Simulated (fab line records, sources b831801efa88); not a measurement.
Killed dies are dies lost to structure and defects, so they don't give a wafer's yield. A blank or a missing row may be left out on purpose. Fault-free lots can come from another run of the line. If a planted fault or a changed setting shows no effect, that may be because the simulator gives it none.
Shared-tool check / flow gf180mcu / Lots sampled 11, wafers sampled 33

## WHAT PROMPTED THE OPENING
GF_V2_RS_MEAS_24, reading V2_W_RS: flagged on 2 of 11 lots. No-fault wafers: 0.329 ohm/sq, standard deviation 0.0038.
Rule: flag the lot when none of its wafers has a number, or when each of its wafers that has one lies beyond 4 standard deviations from that mean. The rest of the lots are taken to be sound.

lot=L778; measured=day 20 22:38; on=film-metro-02; V2_W_RS (ohm/sq), wafer by wafer=0.330 0.329 0.332; flag=
lot=L779; measured=day 21 10:43; on=film-metro-03; V2_W_RS (ohm/sq), wafer by wafer=0.331 0.338 0.331; flag=
lot=L783; measured=day 22 07:44; on=film-metro-03; V2_W_RS (ohm/sq), wafer by wafer=0.333 0.332 0.334; flag=
lot=L784; measured=day 23 02:02; on=film-metro-03; V2_W_RS (ohm/sq), wafer by wafer=0.330 0.334 0.336; flag=
lot=L785; measured=day 23 12:07; on=film-metro-02; V2_W_RS (ohm/sq), wafer by wafer=0.197 0.197 0.197; flag=FLAGGED
lot=L789; measured=day 24 19:59; on=film-metro-03; V2_W_RS (ohm/sq), wafer by wafer=0.195 0.199 0.197; flag=FLAGGED
lot=L795; measured=day 26 16:11; on=film-metro-02; V2_W_RS (ohm/sq), wafer by wafer=0.326 0.329 0.330; flag=
lot=L797; measured=day 27 02:28; on=film-metro-01; V2_W_RS (ohm/sq), wafer by wafer=0.331 0.326 0.331; flag=
lot=L798; measured=day 27 09:34; on=film-metro-02; V2_W_RS (ohm/sq), wafer by wafer=0.327 0.329 0.323; flag=
lot=L799; measured=day 27 18:56; on=film-metro-02; V2_W_RS (ohm/sq), wafer by wafer=0.330 0.330 0.328; flag=
lot=L800; measured=day 27 21:46; on=film-metro-02; V2_W_RS (ohm/sq), wafer by wafer=0.333 0.328 0.333; flag=
Average over the flagged lots: 0.197 ohm/sq; offset from the usual -0.132 ohm/sq, equal to -35 standard deviations.

## WHICH TOOL RAN EACH LOT
The record holds 3 process steps before the reading, out of a route of 602 steps. Read each cell as the tool, then ch plus the chambers that the sampled wafers visited, then the start.
lot=L778; flag=; GF_V2_ETCH_17=rie-diel-03 ch 0,1,2, day 20 22:29 or earlier; GF_V2_SPUTTER_22=pvd-sputter-02, day 20 22:29; GF_V2_CVD_23=cvd-w-02 ch 0,1, day 20 22:31
lot=L779; flag=; GF_V2_ETCH_17=rie-diel-03 ch 0,1,3, day 21 10:33 or earlier; GF_V2_SPUTTER_22=pvd-sputter-01, day 21 10:33; GF_V2_CVD_23=cvd-w-01 ch 0,1, day 21 10:35
lot=L783; flag=; GF_V2_ETCH_17=rie-diel-04 ch 1,3, day 22 07:34 or earlier; GF_V2_SPUTTER_22=pvd-sputter-01, day 22 07:34; GF_V2_CVD_23=cvd-w-01 ch 0,1, day 22 07:37
lot=L784; flag=; GF_V2_ETCH_17=rie-diel-04 ch 1,2, day 23 01:53 or earlier; GF_V2_SPUTTER_22=pvd-sputter-01, day 23 01:53; GF_V2_CVD_23=cvd-w-01 ch 0,1, day 23 01:56
lot=L785; flag=FLAGGED; GF_V2_ETCH_17=rie-diel-02 ch 2,3, day 23 11:58 or earlier; GF_V2_SPUTTER_22=pvd-sputter-03, day 23 11:58; GF_V2_CVD_23=cvd-w-01 ch 0,1, day 23 12:01
lot=L789; flag=FLAGGED; GF_V2_ETCH_17=rie-diel-04 ch 2,3, day 24 19:50 or earlier; GF_V2_SPUTTER_22=pvd-sputter-03, day 24 19:50; GF_V2_CVD_23=cvd-w-01 ch 0,1, day 24 19:53
lot=L795; flag=; GF_V2_ETCH_17=rie-diel-04 ch 0,1,2, day 26 16:02 or earlier; GF_V2_SPUTTER_22=pvd-sputter-03, day 26 16:02; GF_V2_CVD_23=cvd-w-02 ch 0, day 26 16:04
lot=L797; flag=; GF_V2_ETCH_17=rie-diel-03 ch 1,2,3, day 27 02:19 or earlier; GF_V2_SPUTTER_22=pvd-sputter-01, day 27 02:19; GF_V2_CVD_23=cvd-w-01 ch 0,1, day 27 02:22
lot=L798; flag=; GF_V2_ETCH_17=rie-diel-04 ch 1,2,3, day 27 09:24 or earlier; GF_V2_SPUTTER_22=pvd-sputter-01, day 27 09:24; GF_V2_CVD_23=cvd-w-02 ch 0,1, day 27 09:26
lot=L799; flag=; GF_V2_ETCH_17=rie-diel-04 ch 0,2,3, day 27 18:46 or earlier; GF_V2_SPUTTER_22=pvd-sputter-03, day 27 18:46; GF_V2_CVD_23=cvd-w-01 ch 0,1, day 27 18:49
lot=L800; flag=; GF_V2_ETCH_17=rie-diel-04 ch 0,3, day 27 21:35 or earlier; GF_V2_SPUTTER_22=pvd-sputter-03, day 27 21:35; GF_V2_CVD_23=cvd-w-02 ch 0,1, day 27 21:40
These steps, and what they do:
- GF_V2_ETCH_17: etches SiO2 in C4F8/O2/Ar, stops on TiN, target depth 630 nm.
- GF_V2_SPUTTER_22: material TiN, target thk 10 nm, time 40 s.
- GF_V2_CVD_23: deposits W, target thk 350 nm, time 104.94 s.
- GF_V2_RS_MEAS_24: measures by four-point-probe.

## FLAGGED OVER TOTAL, TOOL BY TOOL (the gauges that took the reading come last)
step=GF_V2_ETCH_17; tool=rie-diel-02; lots run=1; flagged=1; share of the flagged lots=some; sound lots run after its first flagged lot=0
step=GF_V2_ETCH_17; tool=rie-diel-03; lots run=3; flagged=0; share of the flagged lots=none; sound lots run after its first flagged lot=-
step=GF_V2_ETCH_17; tool=rie-diel-04; lots run=7; flagged=1; share of the flagged lots=some; sound lots run after its first flagged lot=4 (L795,L798,L799,L800)
step=GF_V2_SPUTTER_22; tool=pvd-sputter-01; lots run=5; flagged=0; share of the flagged lots=none; sound lots run after its first flagged lot=-
step=GF_V2_SPUTTER_22; tool=pvd-sputter-02; lots run=1; flagged=0; share of the flagged lots=none; sound lots run after its first flagged lot=-
step=GF_V2_SPUTTER_22; tool=pvd-sputter-03; lots run=5; flagged=2; share of the flagged lots=all; sound lots run after its first flagged lot=3 (L795,L799,L800)
step=GF_V2_CVD_23; tool=cvd-w-01; lots run=7; flagged=2; share of the flagged lots=all; sound lots run after its first flagged lot=2 (L797,L799)
step=GF_V2_CVD_23; tool=cvd-w-02; lots run=4; flagged=0; share of the flagged lots=none; sound lots run after its first flagged lot=-
step=GF_V2_RS_MEAS_24; tool=film-metro-01; lots run=1; flagged=0; share of the flagged lots=none; sound lots run after its first flagged lot=-
step=GF_V2_RS_MEAS_24; tool=film-metro-02; lots run=6; flagged=1; share of the flagged lots=some; sound lots run after its first flagged lot=4 (L795,L798,L799,L800)
step=GF_V2_RS_MEAS_24; tool=film-metro-03; lots run=4; flagged=1; share of the flagged lots=some; sound lots run after its first flagged lot=0
Because GF_V2_ETCH_17 lacks a start for some lots, the hours and order of its lots are taken from GF_V2_SPUTTER_22.

## WHAT THE TABLE ALLOWS
pvd-sputter-03 at GF_V2_SPUTTER_22 and cvd-w-01 at GF_V2_CVD_23 are the 2 rows of the table that ran each flagged lot.
- pvd-sputter-03 at GF_V2_SPUTTER_22 ran 5 lots, 2 of them flagged. After the first flagged lot (L795, L799, L800), sound lots still ran on it; a lasting fault on the whole tool would not permit that.
- cvd-w-01 at GF_V2_CVD_23 ran 7 lots, 2 of them flagged. After the first flagged lot (L797, L799), sound lots still ran on it; a lasting fault on the whole tool would not permit that. Its own readings lie more than 4 standard deviations out on every wafer of the flagged lots: susceptor-temp-C.
Every row of the table either missed a flagged lot or ran a sound lot after the first.

## WHAT WAS PUT IN BY THE SIMULATOR
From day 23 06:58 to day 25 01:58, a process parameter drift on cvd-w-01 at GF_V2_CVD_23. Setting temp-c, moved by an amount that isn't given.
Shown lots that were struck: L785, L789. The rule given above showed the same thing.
